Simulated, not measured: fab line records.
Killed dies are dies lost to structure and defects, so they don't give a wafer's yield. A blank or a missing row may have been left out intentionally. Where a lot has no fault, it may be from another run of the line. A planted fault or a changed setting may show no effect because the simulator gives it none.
2 desks looking at one fault ; flow sky130 ; numbers are kept per desk, each desk with only its own; the story behind them comes last

== AT THE TOOL OWNER'S DESK: hdpcvd-02 ==
The tool's own readings at SKY_VIA1_HDPCVD_00 (deposits SiO2, target thk 1030 nm, time 171.7 s): means of the sampled wafers that have a number, for each lot that ran on this tool. Marked OUT: a lot whose mean sits more than 4 standard deviations from the usual mean, which makes it out of limits; the brackets give that distance.
Columns: A = run_length_s at SKY_VIA1_HDPCVD_00, usual 199.0 s
lot;first seen here;A
L406;day 33 06:41;198.8
L407;day 33 14:52;199.1
L413;day 35 11:02;199.1
L414;day 35 18:49;198.9
L421;day 38 03:42;214.9 (+38) OUT
L424;day 38 19:41;214.5 (+37) OUT
This desk finds L421, L424 out of limits, L421 being first, at day 38 03:42 (run_length_s at SKY_VIA1_HDPCVD_00). L406, L407, L413, L414 stayed within limits.

== FROM THE METROLOGY DESK ==
Means of the sampled wafers that have a number, per lot and without regard to the tool the lot ran on: this is what the gauges read. Marked OUT: a lot whose mean sits more than 4 standard deviations from the usual mean, which makes it out of limits; the brackets give that distance.
Columns: A = METAL1_OVL at SKY_METAL1_OVL_MEAS_16, usual -4 nm; B = VIA1_HDPCVD_THK at SKY_VIA1_THK_MEAS_01, usual 1032 nm; C = VIA1_BOW at SKY_VIA1_BOW_MEAS_03, usual 82 um
lot;first seen here;A;B;C
L406;day 33 05:51;-5;1033;84
L407;day 33 14:03;-4;1019;85
L408;day 34 04:18;2;1029;78
L411;day 35 00:08;-8;1035;82
L412;day 35 06:19;-1;1038;78
L413;day 35 10:13;1;1013;82
L414;day 35 17:34;-5;1034;93
L421;day 38 02:51;0;1130 (+8.2) OUT;78
L424;day 38 18:52;-7;1136 (+8.7) OUT;77
L425;day 39 01:49;-7;1024;75
L427;day 39 16:53;-8;1027;81
L428;day 40 08:08;2;1030;77
Finding of this desk: L421, L424 out of limits, first seen on L421 at day 38 03:49 (VIA1_HDPCVD_THK at SKY_VIA1_THK_MEAS_01). L406, L407, L408, L411, L412, L413, L414, L425, L427, L428 stayed within limits.

== ALL TOGETHER ==
At day 38 03:42, on L421, L424, the tool owner's desk was in a position to raise an alarm.
Metrology desk: alarm possible at day 38 03:49 on L421, L424.
Every lot named ran SKY_VIA1_HDPCVD_00 on hdpcvd-02.

== WHAT THE SIMULATOR HAD PUT IN ==
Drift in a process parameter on hdpcvd-02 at SKY_VIA1_HDPCVD_00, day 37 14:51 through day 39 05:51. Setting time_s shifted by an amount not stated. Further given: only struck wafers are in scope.
Struck lots among those shown: L421, L424.
Hours from the fault's start to each desk's first reading out of limits: the tool owner's desk, 13; the metrology desk, 13.
